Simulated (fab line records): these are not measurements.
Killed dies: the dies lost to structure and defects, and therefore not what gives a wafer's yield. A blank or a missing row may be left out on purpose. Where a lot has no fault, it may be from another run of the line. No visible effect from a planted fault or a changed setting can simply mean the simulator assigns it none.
fab line records	flow sky130
record: lots: 6	wafers: 18	lastDay: 49
route steps=708 shown SD_N@350 SD_P@359 RES_XHIGH@360 SALICIDE@361 LI_CONTACT@362 PAD_OPEN@708
lots that met no fault: from a run of the same line without faults
startH: start of the lot's first displayed wafer, in hours after the record's first day	waitH: hours elapsed since this lot's preceding step	" repeats the value in the row above	L1.1+2: a row that stands for several wafers	- no value, or no start was given	* or withheld: withheld	< > ~ a bound
route shown NAME@n: names a module that has steps shown in the file, with the first one's number in the route	usual: mean/standard deviation of fault-free wafers	same: alike in all rows	chamber/n: place in a boat	sites: the reading at each site	_std_site: standard deviation of those values	_edge_site: the outer-site mean with the inner-site mean subtracted	radiusMm: how far each site lies from the wafer's centre	mask NAME#n: copy n	behind: tool/chamber where the wafer was last shaped	hold: cause of the lot's hold/its duration in hours/its outcome	device: whichever transistor did not switch (one of n, p or np)	end of line: tests run on the same wafers once the route is complete	a step given without rows: its recipe and nothing more	killed: at the first sort, the dies lost to defects and structure; wafer yield is something else	map: shows each die of a wafer: x if killed, . if not, _ if none is there
set.NAME: the setting as run; set.NAME@STEP: as run at that earlier step	model.NAME: the simulator's own value behind a step, which no gauge read
lots at selected steps of the route; one table per step, one row per wafer
services: from which hour (startH, from the record's first day; less than 0 if before it) a tool's chamber was out of use, for how many hours, and why
== steps ==
step: SKY_SD_N_OVL_MEAS_08
usual: SD_N_OVL: -1.8/1.7
lot.wafer	tool	chamber	startH	waitH	SD_N_OVL[nm]
L672.1	overlay-02	-	657.08	0.1	2.1
L672.4	"	-	"	"	2.2
L672.6	"	-	"	"	0.8
L680.1	overlay-02	-	718.93	0.1	0.5
L680.2	"	-	"	"	-0.4
L680.4	"	-	"	"	-1.5
L683.1	overlay-01	-	745.93	0.1	-1.0
L683.3	"	-	"	"	-1.9
L683.5	"	-	"	"	-2.2
L682.1	overlay-01	-	746.10	0.1	-2.7
L682.3	"	-	"	"	-2.2
L682.6	"	-	"	"	-3.8
L689.3	overlay-02	-	786.81	0.1	-0.7
L689.5	"	-	"	"	0.7
L689.6	"	-	"	"	-0.5
L693.1	overlay-01	-	806.65	0.1	-4.2
L693.4	"	-	"	"	-3.4
L693.5	"	-	"	"	-2.7
step: SKY_SD_N_IMPLANT_09
recipe: species: As	energyKev: 50	doseCm2: 4e+15	tiltDeg: 0
step: SKY_SD_N_IMPLANT_10
recipe: species: P	energyKev: 20	doseCm2: 1e+14	tiltDeg: 0
step: SKY_SD_N_STRIP_11
recipe: chemistry: O2/N2	powerW: 1400	pressureMtorr: 1500	platenTempC: withheld	o2FlowSccm: 3000	n2FlowSccm: 300	overashFraction: 0.5
usual: chamberPressureMTorr: 1500.0/1.4	drypumpMotorCurrentA: 5.7/0.34	oesProductAu: 0.527/0.0047	stripTimeToEndpointS: 22.55/0.041
lot.wafer	tool	chamber	startH	waitH	chamberPressureMTorr	drypumpMotorCurrentA	oesProductAu	rfHoursCounterH	stripTimeToEndpointS
L672.1	plasmaAsher-01	0	657.42	0.1	1500.2	5.5	0.531	98	22.58
L672.4	"	0	"	"	1499.0	5.6	0.532	-	22.62
L672.6	"	1	"	"	1501.1	6.1	0.533	-	22.59
L680.1	plasmaAsher-02	0	719.27	0.1	1500.0	6.3	0.529	30	22.56
L680.2	"	1	"	"	1501.7	5.3	0.525	30	22.57
L680.4	"	0	"	"	1502.8	6.2	0.522	-	22.52
L683.1	plasmaAsher-01	0	746.27	0.1	1496.7	5.5	0.531	0	22.50
L683.3	"	0	"	"	1499.9	5.6	0.525	-	22.58
L683.5	"	1	"	"	1501.8	6.0	0.532	-	22.53
L682.1	plasmaAsher-02	0	746.43	0.1	1498.7	6.2	0.526	33	22.48
L682.3	"	0	"	"	1499.7	6.2	0.530	-	22.53
L682.6	"	1	"	"	1501.5	5.4	0.533	-	22.49
L689.3	plasmaAsher-02	1	787.16	0.1	1499.7	5.4	0.531	-	22.57
L689.5	"	1	"	"	1497.3	5.4	0.528	-	22.61
L689.6	"	0	"	"	1501.2	6.3	0.528	-	22.56
L693.1	plasmaAsher-02	0	806.98	0.1	1498.0	6.3	0.521	39	22.52
L693.4	"	0	"	"	1498.5	6.3	0.523	-	22.53
L693.5	"	1	"	"	1497.4	5.4	0.532	-	22.54
step: SKY_SD_N_TW_MEAS_12
usual: SD_N_TW: 4024/35
lot.wafer	tool	chamber	startH	waitH	SD_N_TW
L672.1	filmMetro-04	-	657.52	0.1	4059
L672.4	"	-	"	"	4061
L672.6	"	-	"	"	4020
L680.1	filmMetro-04	-	719.37	0.1	4032
L680.2	"	-	"	"	4059
L680.4	"	-	"	"	4043
L683.1	filmMetro-02	-	746.37	0.1	4010
L683.3	"	-	"	"	4012
L683.5	"	-	"	"	4002
L682.1	filmMetro-04	-	746.53	0.1	4071
L682.3	"	-	"	"	4065
L682.6	"	-	"	"	4063
L689.3	filmMetro-04	-	787.25	0.1	4067
L689.5	"	-	"	"	4077
L689.6	"	-	"	"	4059
L693.1	filmMetro-01	-	807.08	0.1	4004
L693.4	"	-	"	"	4018
L693.5	"	-	"	"	4010
step: SKY_SD_N_CLEAN_13
recipe: chemistry: SC1/SC2	mix: 1:4:20	tempC: 70	timeS: 150	dry: n2Spin
step: SKY_SD_N_RTA_14
recipe: tempC: 1075	timeS: 2	idleTempC: 650	rampUpCPerS: 150	rampDownCPerS: 90	ambient: N2
usual: lampPowerPct: 15.74/0.047	rampUpCPerS: 150.00/0.027	wafer_temp_C_max: 1078.1/1.3
lot.wafer	tool	chamber	startH	waitH	lampPowerPct	rampUpCPerS	wafer_temp_C_max
L672.1	rtpAnneal-01	0	657.63	0.0	15.77	150.01	1078.7
L672.4	"	0	"	"	15.78	149.99	1078.3
L672.6	"	0	"	"	15.80	149.99	1077.2
L680.1	rtpAnneal-01	0	719.48	0.0	15.70	150.03	1077.8
L680.2	"	0	"	"	15.70	149.98	1077.0
L680.4	"	0	"	"	15.71	149.99	1076.5
L683.1	rtpAnneal-01	0	746.48	0.0	15.76	149.99	1077.4
L683.3	"	0	"	"	15.77	149.98	1078.0
L683.5	"	0	"	"	15.66	150.00	1076.3
L682.1	rtpAnneal-02	0	746.65	0.0	15.70	150.01	1079.3
L682.3	"	0	"	"	15.81	149.98	1077.6
L682.6	"	0	"	"	15.80	149.98	1077.6
L689.3	rtpAnneal-02	0	787.36	0.0	15.78	150.01	1079.2
L689.5	"	0	"	"	15.74	150.01	1079.7
L689.6	"	0	"	"	15.80	149.99	1076.7
L693.1	rtpAnneal-02	0	807.19	0.0	15.72	150.01	1081.0
L693.4	"	0	"	"	15.75	150.00	1078.5
L693.5	"	0	"	"	15.72	150.01	1076.8
step: SKY_SD_N_RS_MEAS_16
recipe: thkMeasGauge: four-point-probe
usual: SD_N_RS: 68.56/0.11
lot.wafer	tool	chamber	startH	waitH	SD_N_RS[ohm/sq]
L672.1	filmMetro-01	-	657.80	0.1	68.60
L672.4	"	-	"	"	68.49
L672.6	"	-	"	"	68.67
L680.1	filmMetro-04	-	719.65	0.1	68.61
L680.2	"	-	"	"	68.34
L680.4	"	-	"	"	68.52
L683.1	filmMetro-02	-	746.65	0.1	68.53
L683.3	"	-	"	"	68.38
L683.5	"	-	"	"	68.47
L682.1	filmMetro-04	-	746.82	0.1	68.39
L682.3	"	-	"	"	68.67
L682.6	"	-	"	"	68.67
L689.3	filmMetro-02	-	787.55	0.1	68.63
L689.5	"	-	"	"	68.77
L689.6	"	-	"	"	68.68
L693.1	filmMetro-01	-	807.36	0.1	68.79
L693.4	"	-	"	"	68.60
L693.5	"	-	"	"	68.63
step: SKY_SD_N_RS_MEAS_17
recipe: thkMeasGauge: four-point-probe
usual: SD_P_RS: 147.1/0.35
lot.wafer	tool	chamber	startH	waitH	SD_P_RS[ohm/sq]
L672.1	filmMetro-01	-	657.92	0.1	146.8
L672.4	"	-	"	"	147.2
L672.6	"	-	"	"	147.0
L680.1	filmMetro-04	-	719.77	0.1	147.3
L680.2	"	-	"	"	147.3
L680.4	"	-	"	"	146.8
L683.1	filmMetro-02	-	746.77	0.1	147.3
L683.3	"	-	"	"	146.8
L683.5	"	-	"	"	147.2
L682.1	filmMetro-04	-	746.94	0.1	147.2
L682.3	"	-	"	"	147.3
L682.6	"	-	"	"	147.1
L689.3	filmMetro-02	-	787.67	0.1	147.7
L689.5	"	-	"	"	146.9
L689.6	"	-	"	"	147.2
L693.1	filmMetro-01	-	807.48	0.1	147.9
L693.4	"	-	"	"	147.5
L693.5	"	-	"	"	147.1
step: SKY_SD_N_RS_MEAS_18
recipe: thkMeasGauge: four-point-probe
usual: RES_XHIGH_RS: 333.0/1.1
lot.wafer	tool	chamber	startH	waitH	RES_XHIGH_RS[ohm/sq]
L672.1	filmMetro-01	-	658.04	0.1	333.7
L672.4	"	-	"	"	332.7
L672.6	"	-	"	"	334.2
L680.1	filmMetro-04	-	719.89	0.1	331.9
L680.2	"	-	"	"	331.5
L680.4	"	-	"	"	332.3
L683.1	filmMetro-02	-	746.89	0.1	334.5
L683.3	"	-	"	"	333.5
L683.5	"	-	"	"	334.0
L682.1	filmMetro-04	-	747.06	0.1	333.7
L682.3	"	-	"	"	332.1
L682.6	"	-	"	"	333.3
L689.3	filmMetro-02	-	787.79	0.1	333.1
L689.5	"	-	"	"	333.5
L689.6	"	-	"	"	333.0
L693.1	filmMetro-01	-	807.60	0.1	331.4
L693.4	"	-	"	"	333.7
L693.5	"	-	"	"	331.8
step: SKY_SALICIDE_CLEAN_00
recipe: chemistry: HF-last	timeS: 30	dilution: 100:1	dry: ipaMarangoni
step: SKY_LI_CONTACT_HDPCVD_00
recipe: material: PSG	targetThkNm: 930	sigmaOpenFrac: 0.3	timeS: 155	tempC: 600	sih4FlowSccm: 60	pressureMtorr: 6
usual: runLengthS: 183.1/0.33
lot.wafer	tool	chamber	startH	waitH	runLengthS	model.PSG_of_LI_CONTACT_HDPCVD_00.thkNm
L672.1	hdpcvd-01	0	658.18	0.0	182.8	925.4
L672.4	"	0	"	"	183.4	928.4
L672.6	"	2	"	"	182.9	938.1
L680.1	hdpcvd-02	2	720.03	0.0	231.3	1218
L680.2	"	0	"	"	182.7	924.7
L680.4	"	0	"	"	182.8	933.3
L683.1	hdpcvd-01	2	747.03	0.0	182.9	929.5
L683.3	"	1	"	"	183.6	930.8
L683.5	"	0	"	"	183.4	928.2
L682.1	hdpcvd-02	2	747.20	0.0	230.7	1202
L682.3	"	0	"	"	183.6	928.3
L682.6	"	0	"	"	183.4	933.4
L689.3	hdpcvd-01	1	787.89	0.0	183.1	930.8
L689.5	"	1	"	"	183.4	923
L689.6	"	0	"	"	183.5	932
L693.1	hdpcvd-02	2	807.74	0.0	183.5	910.1
L693.4	"	0	"	"	183.1	913.9
L693.5	"	1	"	"	182.8	915.1
step: SKY_LI_CONTACT_THK_MEAS_01
recipe: reads: PSG_of_LI_CONTACT_HDPCVD_00
usual: LI_CONTACT_HDPCVD_THK: 928/7.9
lot.wafer	tool	chamber	startH	waitH	hold	LI_CONTACT_HDPCVD_THK[nm]
L672.1	filmMetro-04	-	658.28	0.1	-	925
L672.4	"	-	"	"	-	930
L672.6	"	-	"	"	-	938
L680.1	filmMetro-02	-	720.13	0.1	awaitDispo/0.2h/release	1219
L680.2	"	-	"	"	awaitDispo/0.2h/release	924
L680.4	"	-	"	"	awaitDispo/0.2h/release	933
L680.1	filmMetro-02	-	720.36	0.2	-	1219
L680.2	"	-	"	"	-	925
L680.4	"	-	"	"	-	933
L683.1	filmMetro-01	-	747.13	0.1	-	929
L683.3	"	-	"	"	-	931
L683.5	"	-	"	"	-	927
L682.1	filmMetro-02	-	747.30	0.1	awaitDispo/0.2h/release	1201
L682.3	"	-	"	"	awaitDispo/0.2h/release	928
L682.6	"	-	"	"	awaitDispo/0.2h/release	933
L682.1	filmMetro-02	-	747.53	0.2	-	1202
L682.3	"	-	"	"	-	928
L682.6	"	-	"	"	-	934
L689.3	filmMetro-04	-	788.01	0.1	-	931
L689.5	"	-	"	"	-	923
L689.6	"	-	"	"	-	932
L693.1	filmMetro-04	-	807.84	0.1	-	910
L693.4	"	-	"	"	-	914
L693.5	"	-	"	"	-	914
step: SKY_LI_CONTACT_CMP_02
recipe: material: PSG	downForcePsi: 4	platenRpm: 60	padVelocityMS: 0.94248
usual: motorCurrentA: 12.3/1.8	slurryFlowMlMin: 150.0/0.48	timeToEndpointS: 31.5/2.6
lot.wafer	tool	chamber	startH	waitH	hold	motorCurrentA	slurryFlowMlMin	timeToEndpointS
L672.4	cmp-01	2	658.39	0.1	-	11.5	150.3	32.5
L672.1	"	0	"	"	-	10.2	149.7	27.2
L672.6	"	2	"	"	-	11.3	149.9	32.2
L680.2	cmp-01	2	723.30	2.9	awaitDispo/2.4h/release	11.9	149.4	30.0
L680.4	"	0	"	"	awaitDispo/2.4h/release	10.1	150.3	29.3
L680.1	"	1	"	"	awaitDispo/2.4h/release	11.3	149.2	61.2
L683.1	cmp-01	1	747.38	0.2	-	11.6	150.4	30.1
L683.3	"	2	"	"	-	11.3	150.1	29.8
L683.5	"	0	"	"	-	10.1	148.8	28.8
L682.1	cmp-01	3	753.87	6.3	awaitDispo/5.0h/release	15.4	150.0	56.3
L682.3	"	0	"	"	awaitDispo/5.0h/release	10.2	150.1	29.9
L682.6	"	0	"	"	awaitDispo/5.0h/release	10.5	150.3	31.2
L689.3	cmp-02	2	788.15	0.1	-	14.8	150.4	32.5
L689.5	"	2	"	"	-	14.1	150.0	30.3
L689.6	"	3	"	"	-	10.5	150.7	28.2
L693.4	cmp-02	3	808.00	0.1	-	10.7	150.3	29.3
L693.1	"	0	"	"	-	11.9	150.2	26.1
L693.5	"	2	"	"	-	15.0	149.2	29.4
step: SKY_LI_CONTACT_BOW_MEAS_03
recipe: mode: bow
usual: LI_CONTACT_BOW: 56/6.8
lot.wafer	tool	chamber	startH	waitH	LI_CONTACT_BOW[um]
L672.1	filmMetro-01	-	658.64	0.1	46
L672.4	"	-	"	"	59
L672.6	"	-	"	"	56
L680.1	filmMetro-04	-	723.60	0.1	53
L680.2	"	-	"	"	56
L680.4	"	-	"	"	42
L683.1	filmMetro-04	-	747.63	0.2	62
L683.3	"	-	"	"	47
L683.5	"	-	"	"	65
L682.1	filmMetro-02	-	754.24	0.3	42
L682.3	"	-	"	"	64
L682.6	"	-	"	"	56
L689.3	filmMetro-04	-	788.49	0.3	64
L689.5	"	-	"	"	50
L689.6	"	-	"	"	52
L693.1	filmMetro-01	-	808.20	0.1	51
L693.4	"	-	"	"	58
L693.5	"	-	"	"	58
step: SKY_PAD_OPEN_PROBE_99
usual: killed_at_M0_to_M3: 43/7.3	killed_at_M4_up: 3.2/1.8	killedAtContacts: 24/5.8	killedAtFrontEnd: 16/4.5	killedAtOther: 0.3/0.53	killedDies: 87/9.9	killedOpen: 48/6.8	killedShort: 39/6.9
same: grossDies: 492	killedAtBackSide: 0
lot.wafer	tool	chamber	startH	waitH	killed_at_M0_to_M3	killed_at_M4_up	killedAtContacts	killedAtFrontEnd	killedAtOther	killedDies	killedOpen	killedShort
L672.1	prober-02	-	1079.44	0.1	38	2	16	24	2	82	39	43
L672.4	prober-02	-	1079.59	0.2	38	2	37	9	0	86	48	38
L672.6	prober-02	-	1079.69	0.2	28	2	25	14	0	69	43	26
killed by level:class
L672.1 VIA2:geometricParticle:open=7 FIELD_ISO:geometricParticle:open=6 FIELD_ISO:geometricParticle:short=6 VIA2:geometricParticle:short=5 POLY_GATE:geometricParticle:short=5 CONTACT:geometricParticle:open=5 METAL1:geometricParticle:short=5 VIA3:geometricParticle:open=5
L672.4 LI_CONTACT:geometricParticle:open=12 VIA1:geometricParticle:open=11 CONTACT:geometricParticle:short=10 CONTACT:geometricParticle:open=9 VIA3:geometricParticle:open=5 VIA2:geometricParticle:short=4 FIELD_ISO:geometricParticle:short=3 LI_CONTACT:geometricParticle:short=3
L672.6 LI_CONTACT:geometricParticle:open=9 CONTACT:geometricParticle:open=6 VIA1:geometricParticle:open=6 VIA2:geometricParticle:open=6 FIELD_ISO:geometricParticle:short=5 METAL2:geometricParticle:short=5 LI_CONTACT:geometricParticle:short=4 CONTACT:geometricParticle:short=4
== services ==
tool	chamber	startH	hours	kind
hdpcvd-02	-	650.75	15.0	pm
hdpcvd-02	0	650.75	15.0	ventCycle
hdpcvd-02	1	650.75	15.0	ventCycle
hdpcvd-02	2	650.75	15.0	ventCycle
cmp-01	-	655.98	2.1	repair
hdpcvd-02	0	665.75	-	clean
hdpcvd-02	1	665.75	-	clean
hdpcvd-02	2	665.75	-	clean
hdpcvd-01	-	671.83	5.5	pm
cmp-02	-	672.40	4.3	repair
plasmaAsher-01	-	697.48	1.6	repair
cmp-02	-	713.04	6.6	pm
cmp-02	-	719.64	3.6	pm
cmp-02	-	726.72	1.1	repair
cmp-02	-	729.26	1.3	repair
plasmaAsher-01	-	733.75	9.0	pm
plasmaAsher-01	0	733.75	9.0	ventCycle
plasmaAsher-01	1	733.75	9.0	ventCycle
cmp-02	-	741.19	2.8	repair
cmp-02	-	744.09	4.0	pm
cmp-01	-	746.49	0.5	repair
cmp-01	-	749.32	4.5	pm
plasmaAsher-01	-	778.12	14.7	pm
cmp-01	-	802.63	6.8	repair
== key ==
firstSign: step: SKY_LI_CONTACT_HDPCVD_00	reading: runLengthS	direction: up	sigmas: 99+	usual: *	struck: *
effect: step: SKY_LI_CONTACT_THK_MEAS_01	reading: visit	direction: added
effect: step: SKY_LI_CONTACT_THK_MEAS_01	reading: LI_CONTACT_HDPCVD_THK	direction: up	sigmas: 36	usual: 928	struck: 1210
effect: step: SKY_LI_CONTACT_CMP_02	reading: timeToEndpointS	direction: up	sigmas: 10	usual: *	struck: *
modelEffect: step: SKY_LI_CONTACT_HDPCVD_00	value: PSG_of_LI_CONTACT_HDPCVD_00.thkNm	without: 924.8	struck: 1210
metAt SKY_LI_CONTACT_HDPCVD_00
struckWafers L680.1,L682.1
testerLeftOut L680,L682
fault: kind: processParameterDrift	tool: hdpcvd-02	chamber: -	onsetH: 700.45	steps: SKY_LI_CONTACT_HDPCVD_00	channel: timeS	offset: *	shape: step	endH: 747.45	scope: struckWafersOnly	actsIn: *	stated: *
testerLeftOut: of these lots the tester's yield and bins aren't shown, on N5 and GAA mostly nor the transistor test; their killed dies are dies lost to structure and defects alone, not to doping, threshold or leakage, so they don't give the yield
